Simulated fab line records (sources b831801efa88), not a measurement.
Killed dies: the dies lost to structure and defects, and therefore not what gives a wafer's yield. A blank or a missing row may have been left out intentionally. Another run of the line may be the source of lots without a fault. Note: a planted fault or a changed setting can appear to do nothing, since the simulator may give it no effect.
Chamber matching + flow sky130 + pecvd-04 running SKY_CAPM_CVD_00: 3 sister chambers
The step deposits SiO2, target thk 15.5 nm. 20 wafers are shown with their chamber, then 10 later ones without.

== EACH WAFER AND ITS CHAMBER ==
| wafer  | chamber | heaterPowerW (W) |
|--------|---------|------------------|
| L074.1 | 1       | 560              |
| L074.5 | 1       | 576              |
| L074.6 | 2       | 670              |
| L076.2 | 2       | 641              |
| L076.3 | 0       | 527              |
| L076.4 | 1       | 663              |
| L077.3 | 0       | 589              |
| L077.5 | 2       | 606              |
| L077.6 | 1       | 545              |
| L078.3 | 0       | 571              |
| L078.4 | 1       | 657              |
| L078.5 | 2       | 723              |
| L082.3 | 2       | 669              |
| L082.4 | 0       | 612              |
| L082.6 | 1       | 625              |
| L083.1 | 1       | 613              |
| L083.2 | 0       | 528              |
| L083.6 | 1       | 588              |
| L088.1 | 2       | 591              |
| L088.3 | 1       | 577              |

SIGNATURES (means of the wafers above)
| reading      | chamber 0 | chamber 1 | chamber 2 | scatter within a chamber |
|--------------|-----------|-----------|-----------|--------------------------|
| heaterPowerW | 565.40    | 600.44    | 650.00    | 42.8                     |
Rule: a wafer's distance from a chamber is the root of the sum, over the readings, of the square of ((its reading less the chamber's mean) divided by the reading's scatter). If the next closest chamber is less than 2 further off than the closest, the wafer can't be placed; otherwise it belongs to the closest. How the scatter is found: for the shown wafers, subtract from each reading the mean of its chamber, square and add these, divide the total by (wafers less chambers), then take the root.

== WAFERS WHOSE CHAMBER IS MISSING ==
| wafer  | heaterPowerW (W) |
|--------|------------------|
| L088.4 | 548              |
| L089.1 | 664              |
| L089.4 | 653              |
| L089.5 | 679              |
| L094.3 | 573              |
| L094.5 | 513              |
| L094.6 | 635              |
| L096.3 | 500              |
| L096.4 | 661              |
| L096.5 | 527              |

== THE CHAMBER EACH PASSED THROUGH ==
| wafer  | from the rows above          | in truth |
|--------|------------------------------|----------|
| L088.4 | can't be placed: 0 or 1 or 2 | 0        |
| L089.1 | can't be placed: 2 or 1 or 0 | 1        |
| L089.4 | can't be placed: 2 or 1 or 0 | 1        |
| L089.5 | can't be placed: 2 or 1 or 0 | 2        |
| L094.3 | can't be placed: 0 or 1 or 2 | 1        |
| L094.5 | can't be placed: 0 or 1 or 2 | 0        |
| L094.6 | can't be placed: 2 or 1 or 0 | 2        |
| L096.3 | can't be placed: 0 or 1 or 2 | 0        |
| L096.4 | can't be placed: 2 or 1 or 0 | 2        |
| L096.5 | can't be placed: 0 or 1 or 2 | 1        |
0 of 10 placed correctly. Not placeable from these rows: 10 (in 10, the candidates include the true chamber). Placed wrongly: 0.
